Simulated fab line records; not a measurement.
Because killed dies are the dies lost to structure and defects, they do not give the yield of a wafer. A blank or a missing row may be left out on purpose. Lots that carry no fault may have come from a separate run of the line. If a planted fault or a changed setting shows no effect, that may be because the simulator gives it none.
8D (eight disciplines) problem report, filled in by code    flow gf180mcu    the parts of the form that need people (team, actions taken, sign-off) are left out

1. WHAT WENT WRONG
Across 6 wafers from 2 lots, V4_W_RS at GF_V4_RS_MEAS_24 averages 0.310 ohm/sq, while fault-free wafers read 0.329 ohm/sq with a standard deviation of 0.0041. That is -4.6 standard deviations from the usual mean.
The step: measures by four-point-probe.
Earliest sighting: wafer L419.1 on filmMetro-03 at day 30 08:26. At this step, 36 wafers from 12 lots have a number in the record. Rule for "out" (also "out of limits"): further than 4 standard deviations from the usual mean. The rest of the wafers with a number are treated as sound.

2. WHAT THIS IS AND IS NOT
question                     is                          is not
which readings at this step  V4_W_RS                     -
which lots                   L419, L420                  L401, L402, L403, L405, L406, L410, L411, L413, L422, L423
which wafers of those lots   all that have a number      -
read on which gauges         filmMetro-03, filmMetro-04  filmMetro-02
when                         from day 30 08:26           up to then (24 sound wafers); but 6 sound wafers of L422, L423 came after

3. WHAT RULES OUT EACH SUSPECT
Counting: a tool at a process step up to the reading stays a suspect if it ran every lot that is out and no sound lot after the first of them.
- the gauge at GF_V4_RS_MEAS_24: ruled out. The wafers that are out were read on 2 gauges (filmMetro-03, filmMetro-04).
- cvdW-02 at GF_V4_CVD_23 (deposits W, target thk 350 nm, time 104.9 s): kept. All lots that are out passed through it, beginning with L419 at day 30 08:19, and no sound lot followed; its final sound lot before that point was L411 at day 28 06:31. Out on those wafers are its own readings of chamberPressureTorr.
Left after counting: cvdW-02 at GF_V4_CVD_23.

4. THE CAUSE (what the simulator had put in)
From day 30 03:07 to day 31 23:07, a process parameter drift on cvdW-02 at GF_V4_CVD_23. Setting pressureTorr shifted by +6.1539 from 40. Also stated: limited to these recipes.
This tool alone remained once counting was done.

5. THE CHAIN OF EFFECTS, in route order
Each row: a reading where the mean over the struck wafers with a number is more than 3 standard deviations away from the usual. Only readings whose record carries a usual standard deviation are examined. hours: median over the lots of the time between each lot's start at the first step of this table that gives one and its start at this step. sigmas: the change, counted in usual standard deviations.
hours  step               reading              usual         on struck wafers  change  sigmas
0      GF_V4_CVD_23       chamberPressureTorr  39.99 Torr    46.12             +6.13   +78
0      GF_V4_RS_MEAS_24   V4_W_RS              0.329 ohm/sq  0.310             -0.019  -4.6
0      GF_V4_THK_MEAS_25  V4_W_THK             341 nm        363               +22     +4.5
Process steps it contains:
- GF_V4_CVD_23: deposits W, target thk 350 nm, time 104.9 s.

6. WHAT WOULD HAVE CAUGHT IT SOONER
Counted from the fault's start at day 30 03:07, it took 5 hours until the first out-of-limits reading at a measuring or inspecting step in this record, taken at day 30 08:26.
Tool's own readings at GF_V4_CVD_23, chamberPressureTorr: out on all struck wafers the step has rows for; an alarm limit on them would have tripped on the first.
L420, from the lots that are out (2), started GF_V4_CVD_23 on cvdW-02 later than day 30 08:26. Putting the tool on hold at that point would have spared it.
